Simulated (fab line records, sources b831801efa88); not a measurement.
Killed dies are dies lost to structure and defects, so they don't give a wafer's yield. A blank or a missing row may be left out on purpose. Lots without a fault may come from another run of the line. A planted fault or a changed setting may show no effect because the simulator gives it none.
Split-lot experiment | flow sfq_line | 5 lots, 23 wafers read, on a route of 325 steps

THE SPLIT
At SFQ_TRILAYER_I3_VIA_BARC_OPEN_VIA_ETCH_121 (etches BARC in O2, target depth 125 nm, time 41.7 s), the setting time_s was moved away from the recipe's 41.7 s on 9 of the 23 wafers read, by -11.0% to +13.1%. The other wafers ran this setting at the recipe's value.

The reading is taken at the split's own step.

THE READING
oes_product_au, in a.u., at SFQ_TRILAYER_I3_VIA_BARC_OPEN_VIA_ETCH_121 (etches BARC in O2, target depth 125 nm, time 41.7 s). Fault-free wafers of this fab line usually give 0.682 a.u., standard deviation 0.0041 a.u..

wafer  | tool, chamber at the split | time_s as run, s | against the recipe | oes_product_au, a.u. | against lot-mates on the recipe
L080.2 | rie_diel-04, 0             | 41.7             | recipe             | 0.681                | -
L080.3 | rie_diel-04, 3             | 41.7             | recipe             | 0.685                | -
L080.4 | rie_diel-04, 1             | 47.16            | +13.1%             | 0.667                | -0.016
L080.5 | rie_diel-04, 2             | 47.16            | +13.1%             | 0.659                | -0.024
L080.6 | rie_diel-04, 1             | 47.16            | +13.1%             | 0.660                | -0.023
L081.1 | rie_diel-03, 3             | 41.7             | recipe             | 0.685                | -
L081.2 | rie_diel-03, 0             | 41.7             | recipe             | 0.685                | -
L081.3 | rie_diel-03, 2             | 41.7             | recipe             | 0.687                | -
L082.1 | rie_diel-03, 2             | 37.11            | -11.0%             | 0.720                | +0.033
L082.2 | rie_diel-03, 3             | 41.7             | recipe             | 0.688                | -
L082.3 | rie_diel-03, 0             | 37.11            | -11.0%             | 0.716                | +0.029
L082.4 | rie_diel-03, 1             | 41.7             | recipe             | 0.686                | -
L082.5 | rie_diel-03, 2             | 37.11            | -11.0%             | 0.715                | +0.028
L084.1 | rie_diel-03, 1             | 37.37            | -10.4%             | 0.719                | +0.035
L084.2 | rie_diel-03, 3             | 37.37            | -10.4%             | 0.715                | +0.031
L084.4 | rie_diel-03, 0             | 41.7             | recipe             | 0.682                | -
L084.5 | rie_diel-03, 0             | 41.7             | recipe             | 0.685                | -
L084.6 | rie_diel-03, 3             | 37.37            | -10.4%             | 0.715                | +0.031
L085.1 | rie_diel-01, 3             | 41.7             | recipe             | 0.673                | -
L085.2 | rie_diel-01, 0             | 41.7             | recipe             | 0.687                | -
L085.3 | rie_diel-01, 2             | 41.7             | recipe             | 0.680                | -
L085.5 | rie_diel-01, 2             | 41.7             | recipe             | 0.685                | -
L085.6 | rie_diel-01, 3             | 41.7             | recipe             | 0.681                | -

THE FIT
A straight line over all 23 wafers: oes_product_au changes by -0.00241 a.u. for each +1% of time_s; r = -0.96; the points scatter about the line by 0.0055 a.u..
The same after taking each lot's own level away (the mean of its wafers on the recipe; 23 wafers): -0.0023 a.u. for each +1%; r = -0.96; scatter 0.0051 a.u..
On that fit, the largest move of time_s shifts the reading by 0.03 a.u..
The lots' own levels span 0.6812 to 0.6870 a.u., that is 1.4 times the standard deviation above.
So the lot-to-lot level changes the slope little: the two slopes agree.
Check: with one of the wafers moved furthest among these (+13.1%) left out of the fit, the line predicts -0.0302 a.u. for it against its lot-mates. It came out at -0.016 a.u. against them.
Tool readings at the split's step, against how far the setting was moved: oes_product_au r = -0.96.

OTHER SPLITS ON THESE WAFERS
These wafers also went through other splits before the reading. Each is held against what the fit with the lots' levels taken away leaves over:
other split on the same wafers                      | wafers away from the commonest value | r with oes_product_au (lot level and that fit taken away)
SFQ_TRILAYER_I1_VIA_LITHO_COAT_049 spin_rpm         | 8                                    | +0.19
SFQ_TRILAYER_I1_VIA_BARC_OPEN_VIA_ETCH_071 source_w | 8                                    | +0.14
SFQ_TRILAYER_M2_LITHO_COAT_062 spin_rpm             | 8                                    | -0.03
SFQ_TRILAYER_I2_CMP_CMP_064 leave_above_ref_nm      | 5                                    | -0.20
SFQ_TRILAYER_I2_VIA_BARC_OPEN_VIA_ETCH_096 time_s   | 8                                    | +0.06
SFQ_TRILAYER_M3_LITHO_EXPOSE_076 dose_mj            | 6                                    | -0.07
SFQ_TRILAYER_I3_CMP_CMP_082 down_force_psi          | 5                                    | +0.24

THE WHOLE CHAIN: every reading that the file lists as answering this split, in the file's order
step                                       | what it does                                        | reading                                                                                       | change (the file's fit)                   | r (the file's)
SFQ_TRILAYER_I3_VIA_BARC_OPEN_VIA_ETCH_121 | etches BARC in O2, target depth 125 nm, time 41.7 s | oes_product_au                                                                                | -0.00235 a.u. for each +1% of the setting | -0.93
SFQ_TRILAYER_I3_VIA_BARC_OPEN_VIA_ETCH_121 | etches BARC in O2, target depth 125 nm, time 41.7 s | KrF_of_TRILAYER_I3_VIA_LITHO_COAT_085.thk_nm (the simulator's own value, which no gauge read) | -0.458 nm for each +1% of the setting     | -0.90

THE FILE'S OWN FIT
oes_product_au changes by -0.00235 a.u. for each +1% of time_s, r = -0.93.
